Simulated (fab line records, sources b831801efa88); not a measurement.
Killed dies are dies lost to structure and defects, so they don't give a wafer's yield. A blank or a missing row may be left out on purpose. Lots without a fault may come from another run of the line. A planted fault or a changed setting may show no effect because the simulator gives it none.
Which tool did it? | flow sky130 | 24 lots, 72 wafers sampled, at 5 steps of a route of 708

WHAT THE GAUGES READ, wafer by wafer
SKY_CAP2M_THK_MEAS_01.
lot  | measured     | on            | CAP2M_CVD_00_THK (nm)
L074 | day 39 10:58 | film_metro-03 | 15.43 15.28 15.08
L075 | day 39 20:40 | film_metro-04 | 15.27 15.66 15.67
L076 | day 40 03:55 | film_metro-04 | 15.16 15.39 15.55
L077 | day 40 20:34 | film_metro-04 | 15.61 15.42 15.78
L078 | day 40 22:20 | film_metro-04 | 15.24 15.47 15.51
L079 | day 41 02:48 | film_metro-04 | 15.45 15.56 15.51
L080 | day 41 10:10 | film_metro-03 | 15.50 15.83 15.74
L082 | day 42 18:54 | film_metro-03 | 15.69 15.62 15.79
L083 | day 42 20:26 | film_metro-03 | 15.53 15.67 15.74
L081 | day 42 21:20 | film_metro-03 | 15.63 15.53 15.78
L084 | day 42 21:42 | film_metro-03 | 15.34 15.52 15.53
L085 | day 43 04:38 | film_metro-03 | 15.48 15.67 15.68
L086 | day 43 21:08 | film_metro-02 | 15.59 15.77 15.77
L087 | day 44 01:43 | film_metro-02 | 14.95 15.12 15.28
L088 | day 44 03:25 | film_metro-04 | 15.62 15.31 15.75
L089 | day 44 10:06 | film_metro-03 | 15.24 15.71 15.36
L090 | day 44 16:02 | film_metro-03 | 15.26 15.74 15.47
L092 | day 44 17:58 | film_metro-02 | 15.40 15.76 15.87
L091 | day 44 19:50 | film_metro-04 | 15.53 15.57 15.64
L093 | day 45 05:47 | film_metro-04 | 15.41 15.09 15.39
L094 | day 45 07:19 | film_metro-03 | 15.57 15.83 16.05
L095 | day 45 12:08 | film_metro-03 | 15.34 15.54 15.56
L096 | day 45 22:10 | film_metro-04 | 15.72 15.71 15.67
L097 | day 46 00:02 | film_metro-03 | 15.89 16.00 15.48

SKY_CAP2M_RS_MEAS_03: measures by four-point-probe.
lot  | measured     | on            | CAP2M_TIN_RS (ohm/sq)
L074 | day 39 11:08 | film_metro-02 | 6.98 6.99 6.91
L075 | day 39 20:51 | film_metro-03 | 6.98 6.89 6.92
L076 | day 40 04:05 | film_metro-02 | 6.97 7.04 6.99
L077 | day 40 20:44 | film_metro-03 | 6.98 7.03 6.96
L078 | day 40 22:32 | film_metro-02 | 6.87 6.94 6.87
L079 | day 41 02:58 | film_metro-04 | 6.94 6.88 6.93
L080 | day 41 10:20 | film_metro-04 | 6.91 6.94 7.04
L082 | day 42 19:05 | film_metro-04 | 6.95 7.06 6.97
L083 | day 42 20:36 | film_metro-02 | 7.05 7.01 7.03
L081 | day 42 21:30 | film_metro-04 | 7.06 7.01 6.99
L084 | day 42 21:53 | film_metro-04 | 6.92 6.96 6.92
L085 | day 43 04:49 | film_metro-03 | 6.99 6.94 6.94
L086 | day 43 21:19 | film_metro-04 | 7.00 7.01 7.07
L087 | day 44 01:54 | film_metro-02 | 6.86 6.87 6.84
L088 | day 44 03:35 | film_metro-02 | 6.86 6.89 6.87
L089 | day 44 10:17 | film_metro-04 | 7.08 7.06 7.00
L090 | day 44 16:13 | film_metro-02 | 6.95 6.92 6.97
L092 | day 44 18:09 | film_metro-04 | 6.86 6.83 6.88
L091 | day 44 20:00 | film_metro-04 | 6.85 6.93 6.89
L093 | day 45 05:57 | film_metro-02 | 6.97 6.92 6.93
L094 | day 45 07:31 | film_metro-02 | 7.01 6.96 7.01
L095 | day 45 12:18 | film_metro-04 | 6.95 7.00 6.97
L096 | day 45 22:20 | film_metro-03 | 6.95 6.96 7.02
L097 | day 46 00:13 | film_metro-03 | 7.00 7.05 7.01

SKY_VIA4_THK_MEAS_01.
lot  | measured     | on            | VIA4_HDPCVD_THK (nm)
L074 | day 41 13:44 | film_metro-02 | 1751 1748 1752
L075 | day 41 22:52 | film_metro-03 | 1745 1739 1742
L076 | day 42 06:29 | film_metro-02 | 1740 1726 1750
L077 | day 42 21:22 | film_metro-02 | 1745 1747 1768
L078 | day 42 23:56 | film_metro-03 | 1728 1736 1750
L079 | day 43 03:35 | film_metro-02 | 1767 1763 1757
L080 | day 43 11:10 | film_metro-01 | 1745 1758 1746
L082 | day 44 17:59 | film_metro-01 | 1763 1784 1753
L083 | day 44 19:09 | film_metro-02 | 1752 1751 1751
L081 | day 44 19:49 | film_metro-03 | 1772 1763 1771
L084 | day 44 19:59 | film_metro-01 | 1750 1725 1731
L085 | day 45 02:47 | film_metro-02 | 1739 1722 1764
L086 | day 45 18:25 | film_metro-01 | 1749 1754 1759
L087 | day 45 22:36 | film_metro-01 | 1743 1725 1756
L088 | day 46 01:22 | film_metro-02 | 1749 1740 1767
L089 | day 46 06:46 | film_metro-03 | 1749 1749 1737
L090 | day 46 10:53 | film_metro-03 | 1748 1729 1753
L092 | day 46 14:38 | film_metro-03 | 1754 1747 1768
L091 | day 46 15:31 | film_metro-03 | 1737 1738 1716
L093 | day 47 01:07 | film_metro-03 | 1769 1776 1740
L094 | day 47 02:04 | film_metro-02 | 1745 1755 1745
L095 | day 47 06:38 | film_metro-03 | 1749 1756 1715
L096 | day 47 16:16 | film_metro-01 | 1711 1750 1737
L097 | day 47 17:48 | film_metro-03 | 1777 1777 1758

SKY_VIA4_BOW_MEAS_03.
lot  | measured     | on            | VIA4_BOW (um)
L074 | day 41 14:06 | film_metro-03 | 63 76 76
L075 | day 41 23:14 | film_metro-02 | 77 81 77
L076 | day 42 06:52 | film_metro-02 | 79 77 91
L077 | day 42 21:48 | film_metro-02 | 82 67 78
L078 | day 43 00:28 | film_metro-02 | 93 86 96
L079 | day 43 03:57 | film_metro-03 | 80 73 73
L080 | day 43 11:33 | film_metro-02 | 74 88 77
L082 | day 44 18:21 | film_metro-01 | 79 85 74
L083 | day 44 19:31 | film_metro-03 | 74 92 93
L081 | day 44 20:10 | film_metro-02 | 73 81 83
L084 | day 44 20:33 | film_metro-02 | 92 89 92
L085 | day 45 03:10 | film_metro-03 | 75 74 71
L086 | day 45 18:47 | film_metro-01 | 82 75 80
L087 | day 45 22:59 | film_metro-03 | 81 80 79
L088 | day 46 02:01 | film_metro-02 | 71 83 74
L089 | day 46 07:22 | film_metro-03 | 83 78 86
L090 | day 46 11:15 | film_metro-01 | 90 92 92
L092 | day 46 15:00 | film_metro-02 | 88 87 80
L091 | day 46 15:52 | film_metro-03 | 68 79 76
L093 | day 47 01:29 | film_metro-02 | 95 75 74
L094 | day 47 02:26 | film_metro-02 | 74 77 86
L095 | day 47 06:59 | film_metro-02 | 85 83 86
L096 | day 47 16:38 | film_metro-03 | 94 92 84
L097 | day 47 18:10 | film_metro-02 | 85 68 75

WHICH TOOL RAN EACH LOT (tool, then ch and the chambers of the sampled wafers, then the start)
lot  | SKY_CAP2M_CVD_00
L074 | pecvd-03 ch 0,1,2, day 39 10:57
L075 | pecvd-04 ch 0,1, day 39 20:38
L076 | pecvd-04 ch 0,1,2, day 40 03:53
L077 | pecvd-04 ch 0,1,2, day 40 20:33
L078 | pecvd-03 ch 0,2, day 40 22:18
L079 | pecvd-01 ch 0,2, day 41 02:46
L080 | pecvd-01 ch 0,1,2, day 41 10:07
L082 | pecvd-04 ch 0,2, day 42 18:51
L083 | pecvd-01 ch 0,1,2, day 42 20:25
L081 | pecvd-03 ch 1,2, day 42 21:19
L084 | pecvd-04 ch 2, day 42 21:40
L085 | pecvd-03 ch 0,2, day 43 04:37
L086 | pecvd-01 ch 0,1,2, day 43 21:07
L087 | pecvd-03 ch 0,1, day 44 01:40
L088 | pecvd-04 ch 0,1,2, day 44 03:24
L089 | pecvd-03 ch 0,1,2, day 44 10:04
L090 | pecvd-04 ch 0,1,2, day 44 16:00
L092 | pecvd-01 ch 1,2, day 44 17:56
L091 | pecvd-04 ch 0,1,2, day 44 19:49
L093 | pecvd-03 ch 1,2, day 45 05:45
L094 | pecvd-01 ch 0,1,2, day 45 07:17
L095 | pecvd-04 ch 0,1, day 45 12:07
L096 | pecvd-01 ch 0,1,2, day 45 22:09
L097 | pecvd-04 ch 0,1,2, day 46 00:01
- SKY_CAP2M_CVD_00: deposits SiO2, target thk 15.5 nm.

WHAT THE TOOLS THEMSELVES READ (means of the sampled wafers that have a number; where no wafer has one, the mark that the record gives instead)
SKY_CAP2M_CVD_00.
lot  | tool     | heater_power_w (W) | rf_fwd_power_W (W)
L074 | pecvd-03 | 715                | 441.1
L075 | pecvd-04 | 692                | 443.7
L076 | pecvd-04 | 677                | 442.6
L077 | pecvd-04 | 674                | 444.1
L078 | pecvd-03 | 692                | 443.5
L079 | pecvd-01 | 793                | 437.3
L080 | pecvd-01 | 797                | 440.5
L082 | pecvd-04 | 792                | 443.8
L083 | pecvd-01 | 759                | 441.9
L081 | pecvd-03 | 654                | 441.6
L084 | pecvd-04 | 884                | 444.1
L085 | pecvd-03 | 718                | 442.9
L086 | pecvd-01 | 780                | 440.1
L087 | pecvd-03 | 799                | 444.6
L088 | pecvd-04 | 728                | 443.7
L089 | pecvd-03 | 722                | 441.6
L090 | pecvd-04 | 745                | 443.0
L092 | pecvd-01 | 856                | 440.9
L091 | pecvd-04 | 741                | 443.7
L093 | pecvd-03 | 684                | 440.7
L094 | pecvd-01 | 776                | 440.3
L095 | pecvd-04 | 681                | 444.6
L096 | pecvd-01 | 714                | 440.3
L097 | pecvd-04 | 734                | 444.1

THE ANSWER, worked out from the rows above alone
Rule: what is usual is taken from the lots themselves. Put in order of their means at a reading, lots are off if they are a third of the lots or fewer, leave a main group of 4 or more, and stand apart from it by a gap of 3 or more times the standard deviation of the main group's means; of several such gaps the widest counts. A main group whose means are all the same, to the digits that the tables above print for the reading, isn't used. A lot without any number at a reading at which 4 lots or more have one is off too. The other lots that the step has rows for count as sound. The gauges are gone through in route order, then the tools' own readings, and for those a lot's mean is taken as printed above. The first step at which some lot is off is used, and at that step the reading that is off furthest; a lot without a number counts as furthest.
No lot is off at any reading shown: from this, nothing can be told.

WHAT THE SIMULATOR HAD PUT IN
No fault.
